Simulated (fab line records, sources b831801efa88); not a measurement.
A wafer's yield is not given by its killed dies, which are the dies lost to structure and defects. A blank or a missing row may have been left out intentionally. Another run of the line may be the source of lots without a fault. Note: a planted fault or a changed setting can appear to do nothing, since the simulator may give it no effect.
fab line records	flow sky130
record: lots: 11	wafers: 33	last_day: 50
route steps=708 shown PWDE@54 VT_ADJUST_NCORE@128 SONOS_TUNNEL@162 PAD_OPEN@708
lots untouched by any fault: they come from a run of this same line in which no faults occurred
start_h: start of the lot's first displayed wafer, in hours after the record's first day	wait_h: hours since the lot's step before	" unchanged from the row above	L1.1+2: one row covering several wafers at once	- no value, or no start given	* or withheld: withheld	< > ~ a bound
route shown NAME@n: names a module that has steps shown in the file, with the first one's number in the route	usual: the fault-free wafers' mean and standard deviation	same: alike in all rows	chamber/n: place in a boat	sites: the reading at each site	_std_site: standard deviation across them	_edge_site: mean of outer sites minus mean of inner sites	radius_mm: how far each site lies from the wafer's centre	mask NAME#n: copy n	behind: the most recent tool/chamber to have shaped the wafer	hold: reason for holding the lot/hours on hold/outcome of the hold	device: which transistor (n, p or np) failed to switch	end of line: the same wafers' tests at the end of the route	for a step that has no rows: nothing shown but its recipe	killed: at the first sort, the dies lost to defects and structure; wafer yield is something else	map: a wafer's dies, marking killed ones x, the rest . and places with no die _
set.NAME: the run value of the setting; set.NAME@STEP: its run value at that earlier step	model.NAME: the simulator's own value behind a step, which no gauge read
steps of the route over a sample of lots; a table a step, a row a wafer
services: from which hour (start_h, from the record's first day; less than 0 if before it) a tool's chamber was out of use, for how many hours, and why
== steps ==
step: SKY_PWDE_STRIP_09
recipe: chemistry: O2/N2	power_w: 1400	pressure_mtorr: 1500	platen_temp_c: withheld	o2_flow_sccm: 3000	n2_flow_sccm: 300	overash_fraction: 0.5
usual: chamber_pressure_mTorr: 1499.9/1.4	drypump_motor_current_A: 5.90/0.26	oes_product_au: 0.722/0.0042	strip_time_to_endpoint_s: 36.91/0.1
same: overash_fraction: 0.5
lot.wafer	tool	chamber	start_h	wait_h	chamber_pressure_mTorr	drypump_motor_current_A	oes_product_au	rf_hours_counter_h	strip_time_to_endpoint_s
L681.3	plasma_asher-02	0	98.70	0.1	1504.8	5.88	0.729	-	36.99
L681.4	"	1	"	"	1502.2	6.27	0.719	-	36.97
L681.6	"	1	"	"	1500.0	6.29	0.727	-	36.86
L683.1	plasma_asher-02	1	107.02	0.1	1500.9	6.31	0.725	42	36.89
L683.4	"	1	"	"	1500.0	6.28	0.720	-	36.99
L683.6	"	0	"	"	1499.4	5.84	0.721	-	36.87
L684.3	plasma_asher-02	0	110.85	0.1	1501.1	5.83	0.722	-	36.92
L684.4	"	1	"	"	1499.6	6.25	0.725	-	36.80
L684.6	"	1	"	"	1501.3	6.25	0.731	-	36.82
L685.3	plasma_asher-01	0	115.55	0.1	1501.2	5.62	0.723	-	36.70
L685.4	"	1	"	"	1498.5	5.85	0.716	-	36.64
L685.6	"	1	"	"	1500.0	5.84	0.716	-	36.71
L687.2	plasma_asher-04	0	124.58	0.1	1500.6	5.56	0.721	0	36.97
L687.4	"	1	"	"	1499.1	6.10	0.723	-	36.89
L687.5	"	1	"	"	1499.1	6.09	0.726	-	36.90
L692.4	plasma_asher-02	1	151.60	0.1	1498.2	6.24	0.717	-	36.83
L692.5	"	0	"	"	1499.1	5.92	0.719	-	36.90
L692.6	"	1	"	"	1498.7	6.28	0.721	-	36.79
L694.1	plasma_asher-02	1	165.97	0.1	1499.2	6.26	0.725	48	37.18
L694.2	"	0	"	"	1499.7	5.91	0.731	48	37.02
L694.4	"	0	"	"	1500.2	5.88	0.725	-	36.97
L695.1	plasma_asher-02	1	172.48	0.1	1499.4	6.27	0.721	49	36.88
L695.5	"	0	"	"	1500.4	5.82	0.727	-	36.82
L695.6	"	1	"	"	1498.0	6.30	0.722	-	36.78
L696.1	plasma_asher-01	1	179.72	0.1	1498.5	5.84	0.725	37	36.89
L696.3	"	1	"	"	1500.3	5.84	0.721	-	37.01
L696.5	"	0	"	"	1497.1	5.60	0.721	-	36.95
L697.1	plasma_asher-04	0	186.32	0.1	1502.5	5.57	0.724	6	37.05
L697.2	"	1	"	"	1499.5	6.11	0.722	6	37.11
L697.5	"	0	"	"	1500.6	5.56	0.722	-	37.02
L698.1	plasma_asher-02	1	200.38	0.1	1500.7	6.30	0.720	51	36.76
L698.3	"	1	"	"	1500.5	6.30	0.731	-	36.78
L698.6	"	0	"	"	1500.5	5.88	0.711	-	36.83
step: SKY_VT_ADJUST_NCORE_IMPLANT_09
recipe: species: B	energy_kev: 10	dose_cm2: 2.4e+12	tilt_deg: withheld
usual: beam_on_s: 9.99/0.22	dose_ions_cm2: 2.4e+12/2.5e+09	end_station_pressure_torr: 5e-06/3e-07	faraday_current_uA: 13.6/0.3
same: implant_ion_amu: 11
lot.wafer	tool	chamber	start_h	wait_h	beam_on_s	dose_ions_cm2	end_station_pressure_torr	faraday_current_uA
L681.3	implanter-04	0	218.44	0.1	9.97	2.399e+12	5.39e-06	13.5
L681.4	"	0	"	"	10.01	2.4002e+12	5.7e-06	13.6
L681.6	"	0	"	"	9.92	2.4022e+12	5.27e-06	13.6
L683.1	implanter-04	0	225.33	0.0	9.92	2.4009e+12	4.97e-06	13.7
L683.4	"	0	"	"	9.57	2.3997e+12	4.84e-06	14.1
L683.6	"	0	"	"	10.03	2.4e+12	4.5e-06	13.5
L684.3	implanter-03	0	227.25	0.1	9.88	2.4033e+12	5.22e-06	13.8
L684.4	"	0	"	"	10.05	2.4047e+12	5.15e-06	13.4
L684.6	"	0	"	"	9.97	2.4001e+12	5.14e-06	13.6
L685.3	implanter-01	0	243.70	0.1	10.03	2.397e+12	4.81e-06	13.5
L685.4	"	0	"	"	10.08	2.3985e+12	4.9e-06	13.4
L685.6	"	0	"	"	9.88	2.4002e+12	5.02e-06	13.7
L687.2	implanter-01	0	247.81	0.0	9.93	2.4007e+12	5.15e-06	13.6
L687.4	"	0	"	"	10.12	2.3972e+12	4.92e-06	13.3
L687.5	"	0	"	"	10.34	2.4009e+12	4.64e-06	13.1
L692.4	implanter-04	0	280.07	0.1	9.78	2.3996e+12	5.3e-06	13.8
L692.5	"	0	"	"	10.11	2.3981e+12	5.42e-06	13.5
L692.6	"	0	"	"	10.04	2.3987e+12	5.06e-06	13.5
L694.1	implanter-01	0	300.29	0.0	10.68	2.3991e+12	5.919e-05	12.2
L694.2	"	0	"	"	11.30	2.3979e+12	6.127e-05	11.5
L694.4	"	0	"	"	11.45	2.4019e+12	6.255e-05	11.4
L695.1	implanter-01	0	318.84	0.0	10.39	2.396e+12	5.921e-05	12.5
L695.5	"	0	"	"	10.36	2.4037e+12	6.704e-05	12.5
L695.6	"	0	"	"	10.48	2.3959e+12	5.597e-05	12.4
L696.1	implanter-01	0	324.19	0.0	10.39	2.3986e+12	5.771e-05	12.5
L696.3	"	0	"	"	10.74	2.3976e+12	6.111e-05	12.1
L696.5	"	0	"	"	11.16	2.3984e+12	5.605e-05	11.7
L697.1	implanter-04	0	327.05	0.0	10.00	2.4014e+12	4.98e-06	13.5
L697.2	"	0	"	"	9.88	2.4048e+12	4.85e-06	13.7
L697.5	"	0	"	"	10.05	2.4044e+12	4.42e-06	13.5
L698.1	implanter-03	0	347.94	0.0	9.82	2.3983e+12	4.77e-06	13.9
L698.3	"	0	"	"	9.85	2.3954e+12	5.06e-06	13.7
L698.6	"	0	"	"	9.87	2.4017e+12	5.53e-06	13.7
step: SKY_VT_ADJUST_NCORE_STRIP_10
recipe: chemistry: O2/N2	power_w: 1400	pressure_mtorr: 1500	platen_temp_c: withheld	o2_flow_sccm: 3000	n2_flow_sccm: 300	overash_fraction: 0.5
usual: chamber_pressure_mTorr: 1500.1/1.3	drypump_motor_current_A: 5.82/0.23	oes_product_au: 0.715/0.0045	strip_time_to_endpoint_s: 14.20/0.039
same: overash_fraction: 0.5
lot.wafer	tool	chamber	start_h	wait_h	chamber_pressure_mTorr	drypump_motor_current_A	oes_product_au	rf_hours_counter_h	strip_time_to_endpoint_s
L681.3	plasma_asher-04	1	218.57	0.1	1500.6	6.09	0.715	-	14.16
L681.4	"	0	"	"	1499.5	5.58	0.718	-	14.14
L681.6	"	0	"	"	1499.8	5.57	0.723	-	14.14
L683.1	plasma_asher-02	1	225.48	0.1	1501.2	6.28	0.715	54	14.24
L683.4	"	0	"	"	1498.4	5.84	0.705	-	14.20
L683.6	"	1	"	"	1499.1	6.32	0.719	-	14.23
L684.3	plasma_asher-01	1	227.38	0.1	1500.2	5.87	0.722	-	14.20
L684.4	"	0	"	"	1498.8	5.59	0.718	-	14.19
L684.6	"	1	"	"	1501.2	5.87	0.711	-	14.21
L685.3	plasma_asher-01	0	243.83	0.1	1500.4	5.59	0.713	-	14.20
L685.4	"	1	"	"	1502.2	5.85	0.710	-	14.23
L685.6	"	0	"	"	1503.5	5.60	0.709	-	14.22
L687.2	plasma_asher-01	1	247.94	0.1	1500.0	5.84	0.726	43	14.21
L687.4	"	1	"	"	1497.6	5.84	0.711	-	14.19
L687.5	"	0	"	"	1498.9	5.60	0.716	-	14.19
L692.4	plasma_asher-01	1	280.18	0.1	1499.4	5.82	0.717	-	14.16
L692.5	"	1	"	"	1500.8	5.83	0.712	-	14.19
L692.6	"	0	"	"	1500.1	5.58	0.718	-	14.19
L694.1	plasma_asher-01	0	300.44	0.1	1500.7	5.60	0.718	48	14.24
L694.2	"	1	"	"	1501.5	5.87	0.719	48	14.23
L694.4	"	0	"	"	1502.0	5.60	0.717	-	14.28
L695.1	plasma_asher-02	0	318.99	0.1	1501.2	5.87	0.714	63	14.21
L695.5	"	1	"	"	1501.2	6.27	0.707	-	14.21
L695.6	"	0	"	"	1499.9	5.82	0.726	-	14.22
L696.1	plasma_asher-01	0	324.34	0.1	1501.2	5.58	0.714	50	14.27
L696.3	"	1	"	"	1498.8	5.84	0.707	-	14.25
L696.5	"	1	"	"	1500.0	5.85	0.706	-	14.29
L697.1	plasma_asher-01	0	327.20	0.1	1496.2	5.60	0.715	50	14.19
L697.2	"	1	"	"	1499.5	5.86	0.713	50	14.22
L697.5	"	0	"	"	1498.9	5.62	0.716	-	14.25
L698.1	plasma_asher-01	1	348.09	0.1	1502.7	5.85	0.713	52	14.17
L698.3	"	1	"	"	1502.5	5.82	0.720	-	14.17
L698.6	"	0	"	"	1500.9	5.61	0.716	-	14.24
step: SKY_VT_ADJUST_NCORE_TW_MEAS_11
usual: VT_ADJUST_NCORE_TW: 220.6/1.1
lot.wafer	tool	chamber	start_h	wait_h	VT_ADJUST_NCORE_TW
L681.3	film_metro-03	-	218.66	0.1	221.6
L681.4	"	-	"	"	222.4
L681.6	"	-	"	"	220.8
L683.1	film_metro-04	-	225.58	0.1	220.0
L683.4	"	-	"	"	218.8
L683.6	"	-	"	"	221.2
L684.3	film_metro-01	-	227.47	0.1	220.9
L684.4	"	-	"	"	221.1
L684.6	"	-	"	"	220.9
L685.3	film_metro-01	-	243.92	0.1	221.5
L685.4	"	-	"	"	221.8
L685.6	"	-	"	"	222.1
L687.2	film_metro-04	-	248.05	0.1	217.4
L687.4	"	-	"	"	218.7
L687.5	"	-	"	"	218.8
L692.4	film_metro-04	-	280.28	0.1	218.6
L692.5	"	-	"	"	219.5
L692.6	"	-	"	"	218.7
L694.1	film_metro-01	-	300.54	0.1	226.4
L694.2	"	-	"	"	226.6
L694.4	"	-	"	"	225.4
L695.1	film_metro-03	-	319.09	0.1	225.5
L695.5	"	-	"	"	225.3
L695.6	"	-	"	"	224.6
L696.1	film_metro-04	-	324.44	0.1	224.6
L696.3	"	-	"	"	223.8
L696.5	"	-	"	"	225.4
L697.1	film_metro-03	-	327.30	0.1	220.6
L697.2	"	-	"	"	221.5
L697.5	"	-	"	"	219.7
L698.1	film_metro-01	-	348.19	0.1	221.2
L698.3	"	-	"	"	221.3
L698.6	"	-	"	"	220.4
step: SKY_SONOS_TUNNEL_OVL_MEAS_08
usual: SONOS_TUNNEL_OVL: -0.2/1.6
lot.wafer	tool	chamber	start_h	wait_h	SONOS_TUNNEL_OVL[nm]
L681.3	overlay-02	-	289.46	0.1	1.9
L681.4	"	-	"	"	1.5
L681.6	"	-	"	"	1.2
L683.1	overlay-02	-	297.27	0.1	-2.6
L683.4	"	-	"	"	-0.7
L683.6	"	-	"	"	-1.7
L684.3	overlay-01	-	299.56	0.1	0.7
L684.4	"	-	"	"	-0.1
L684.6	"	-	"	"	-1.8
L685.3	overlay-01	-	318.51	0.1	-0.3
L685.4	"	-	"	"	-0.9
L685.6	"	-	"	"	-1.0
L687.2	overlay-01	-	322.96	0.1	1.2
L687.4	"	-	"	"	1.5
L687.5	"	-	"	"	-0.1
L692.4	overlay-02	-	359.27	0.1	3.1
L692.5	"	-	"	"	1.9
L692.6	"	-	"	"	1.6
L694.1	overlay-02	-	382.85	0.1	1.1
L694.2	"	-	"	"	-1.0
L694.4	"	-	"	"	0.6
L695.1	overlay-02	-	402.00	0.1	1.8
L695.5	"	-	"	"	0.5
L695.6	"	-	"	"	-1.7
L696.1	overlay-01	-	408.43	0.1	0.2
L696.3	"	-	"	"	0.7
L696.5	"	-	"	"	0.2
L697.1	overlay-01	-	411.60	0.1	-0.8
L697.2	"	-	"	"	-0.7
L697.5	"	-	"	"	-0.4
L698.1	overlay-02	-	435.40	0.1	0.2
L698.3	"	-	"	"	-0.5
L698.6	"	-	"	"	2.1
step: SKY_PAD_OPEN_PROBE_99
usual: killed_at_M0_to_M3: 43/6.4	killed_at_M4_up: 3.1/2	killed_at_contacts: 24/5.2	killed_at_front_end: 15/4.3	killed_at_other: 0.2/0.48	killed_dies: 85/9.7	killed_open: 47/6.9	killed_short: 38/6.7
same: gross_dies: 492	killed_at_back_side: 0
lot.wafer	tool	chamber	start_h	wait_h	killed_at_M0_to_M3	killed_at_M4_up	killed_at_contacts	killed_at_front_end	killed_at_other	killed_dies	killed_open	killed_short
L694.1	prober-01	-	1175.30	0.1	46	2	21	15	0	84	45	39
L694.2	prober-01	-	1175.35	0.1	35	5	21	17	0	78	46	32
L694.4	prober-01	-	1175.45	0.2	43	2	31	11	0	87	44	43
killed by level:class
L694.1 VIA1:geometric_particle:open=8 VIA3:geometric_particle:open=7 POLY_GATE:geometric_particle:open=7 VIA1:geometric_particle:short=6 VIA2:geometric_particle:open=5 CONTACT:geometric_particle:short=5 CONTACT:geometric_particle:open=5 METAL2:geometric_particle:short=5
L694.2 CONTACT:geometric_particle:open=8 VIA3:geometric_particle:open=7 VIA1:geometric_particle:open=6 FIELD_ISO:geometric_particle:open=5 LI_CONTACT:geometric_particle:open=5 VIA2:geometric_particle:open=5 METAL4:geometric_particle:short=5 POLY_GATE:geometric_particle:open=4
L694.4 CONTACT:geometric_particle:open=13 VIA2:geometric_particle:open=11 CONTACT:geometric_particle:short=8 LI_CONTACT:geometric_particle:open=5 VIA1:geometric_particle:open=5 VIA2:geometric_particle:short=5 VIA3:geometric_particle:open=5 METAL3:geometric_particle:short=4
== services ==
tool	chamber	start_h	hours	kind
implanter-01	-	99.33	3.5	pm
plasma_asher-04	-	108.75	9.0	pm
plasma_asher-04	0	108.75	9.0	vent_cycle
plasma_asher-04	1	108.75	9.0	vent_cycle
plasma_asher-04	0	117.75	-	clean
plasma_asher-04	1	117.75	-	clean
implanter-03	-	119.74	3.4	pm
implanter-03	-	154.22	1.7	repair
implanter-03	-	170.53	12.5	pm
implanter-03	-	211.94	6.4	repair
plasma_asher-01	-	285.07	5.1	repair
implanter-04	-	292.06	3.2	repair
implanter-03	-	327.02	2.9	pm
implanter-04	-	346.12	3.5	pm
== key ==
first_sign: step: SKY_VT_ADJUST_NCORE_IMPLANT_09	reading: end_station_pressure_torr	direction: up	sigmas: 99+	usual: 5e-06	struck: 6.001e-05
effect: step: SKY_VT_ADJUST_NCORE_IMPLANT_09	reading: faraday_current_uA	direction: down	sigmas: 4.8	usual: 13.6	struck: 12.1
effect: step: SKY_VT_ADJUST_NCORE_TW_MEAS_11	reading: VT_ADJUST_NCORE_TW	direction: up	sigmas: 4.2	usual: 220.6	struck: 225.3
met_at SKY_VT_ADJUST_NCORE_IMPLANT_09
struck_lots L694,L695,L696
tester_left_out L694,L695,L696
not_acting_at SKY_PWDE_STRIP_09,SKY_VT_ADJUST_NCORE_STRIP_10,SKY_SONOS_TUNNEL_OVL_MEAS_08
onset_between 247.81 300.29
fault: kind: process_parameter_drift	tool: implanter-01	chamber: -	onset_h: 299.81	steps: SKY_VT_ADJUST_NCORE_IMPLANT_09	channel: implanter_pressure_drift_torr	offset: 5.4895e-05	shape: step	end_h: 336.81
fault: kind: process_parameter_drift	tool: implanter-01	chamber: -	onset_h: 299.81	steps: SKY_VT_ADJUST_NCORE_IMPLANT_09	channel: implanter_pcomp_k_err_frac	offset: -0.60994	shape: step	end_h: 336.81
tester_left_out: of these lots the tester's yield and bins aren't shown, on N5 and GAA mostly nor the transistor test; their killed dies are dies lost to structure and defects alone, not to doping, threshold or leakage, so they don't give the yield
